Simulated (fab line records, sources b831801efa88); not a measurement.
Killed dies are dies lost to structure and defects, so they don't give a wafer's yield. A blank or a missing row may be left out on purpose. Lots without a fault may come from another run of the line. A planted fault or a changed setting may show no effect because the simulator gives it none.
Split-lot experiment | flow sfq_line | 5 lots, 23 wafers read, on a route of 325 steps

THE SPLIT
At SFQ_TRILAYER_M2_ETCH_METAL_ETCH_060 (etches Nb in Cl2/Ar, stops on SiO2, target depth 240 nm, time 120 s), the setting icp_w was moved away from the recipe's 600 W on 6 of the 23 wafers read, by -11.7% to -3.4%. The other wafers ran this setting at the recipe's value.

The reading is taken at the split's own step.

THE READING
KrF_of_TRILAYER_M2_LITHO_COAT_057.thk_nm (the simulator's own value, which no gauge read), in nm, at SFQ_TRILAYER_M2_ETCH_METAL_ETCH_060 (etches Nb in Cl2/Ar, stops on SiO2, target depth 240 nm, time 120 s). The file gives no usual value for it. The 17 wafers here that ran the recipe average 382.6 nm, standard deviation 3.3 nm.

wafer  | tool, chamber at the split | icp_w as run, W | against the recipe | KrF_of_TRILAYER_M2_LITHO_COAT_057.thk_nm, nm | against lot-mates on the recipe
L074.2 | rie_metal-04, 0            | 600             | recipe             | 384.6                                        | -
L074.4 | rie_metal-04, 1            | 600             | recipe             | 388.2                                        | -
L074.5 | rie_metal-04, 0            | 600             | recipe             | 383.4                                        | -
L076.2 | rie_metal-04, 0            | 600             | recipe             | 384.5                                        | -
L076.3 | rie_metal-04, 0            | 579.9           | -3.4%              | 388.3                                        | +4.0
L076.4 | rie_metal-04, 0            | 600             | recipe             | 385.4                                        | -
L076.5 | rie_metal-04, 0            | 579.9           | -3.4%              | 388.2                                        | +3.9
L076.6 | rie_metal-04, 0            | 600             | recipe             | 383.1                                        | -
L078.1 | rie_metal-01, 1            | 600             | recipe             | 381.7                                        | -
L078.2 | rie_metal-01, 0            | 529.7           | -11.7%             | 397                                          | +15.6
L078.3 | rie_metal-01, 1            | 600             | recipe             | 381.2                                        | -
L078.4 | rie_metal-01, 0            | 600             | recipe             | 381.4                                        | -
L078.5 | rie_metal-01, 1            | 529.7           | -11.7%             | 394.4                                        | +13.0
L080.2 | rie_metal-02, 0            | 600             | recipe             | 384.8                                        | -
L080.3 | rie_metal-02, 0            | 600             | recipe             | 384.5                                        | -
L080.4 | rie_metal-02, 1            | 553.1           | -7.8%              | 398.6                                        | +13.7
L080.5 | rie_metal-02, 0            | 600             | recipe             | 385.5                                        | -
L080.6 | rie_metal-02, 1            | 553.1           | -7.8%              | 398.1                                        | +13.2
L083.1 | rie_metal-01, 1            | 600             | recipe             | 376.8                                        | -
L083.3 | rie_metal-01, 1            | 600             | recipe             | 375.8                                        | -
L083.4 | rie_metal-01, 0            | 600             | recipe             | 381.1                                        | -
L083.5 | rie_metal-01, 1            | 600             | recipe             | 377.3                                        | -
L083.6 | rie_metal-01, 0            | 600             | recipe             | 385.3                                        | -

THE FIT
A straight line over all 23 wafers: KrF_of_TRILAYER_M2_LITHO_COAT_057.thk_nm changes by -1.38 nm for each +1% of icp_w; r = -0.84; the points scatter about the line by 3.5 nm.
The same after taking each lot's own level away (the mean of its wafers on the recipe; 23 wafers): -1.35 nm for each +1%; r = -0.92; scatter 2.2 nm.
On that fit, the largest move of icp_w shifts the reading by 16 nm.
The lots' own levels span 379.26 to 385.40 nm, that is 1.9 times the standard deviation above.
So the lot-to-lot level changes the slope little: the two slopes agree.
Check: with one of the wafers moved furthest among these (-11.7%) left out of the fit, the line predicts +16.1 nm for it against its lot-mates. It came out at +15.6 nm against them.

OTHER SPLITS ON THESE WAFERS
These wafers also went through other splits before the reading. Each is held against what the fit with the lots' levels taken away leaves over:
other split on the same wafers                    | wafers away from the commonest value | r with KrF_of_TRILAYER_M2_LITHO_COAT_057.thk_nm (lot level and that fit taken away)
SFQ_TRILAYER_M1_LITHO_EXPOSE_040 dose_mj          | 10                                   | -0.28
SFQ_TRILAYER_I1_CMP_CMP_046 leave_above_ref_nm    | 8                                    | -0.11
SFQ_TRILAYER_I1_VIA_LITHO_COAT_049 resist_thk_nm  | 9                                    | +0.17
SFQ_TRILAYER_I1_VIA_BARC_OPEN_VIA_ETCH_071 bias_w | 10                                   | -0.23
SFQ_TRILAYER_M2_LITHO_COAT_062 resist_thk_nm      | 11                                   | +0.05

THE FILE'S OWN FIT
KrF_of_TRILAYER_M2_LITHO_COAT_057.thk_nm changes by -1.36 nm for each +1% of icp_w, r = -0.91.
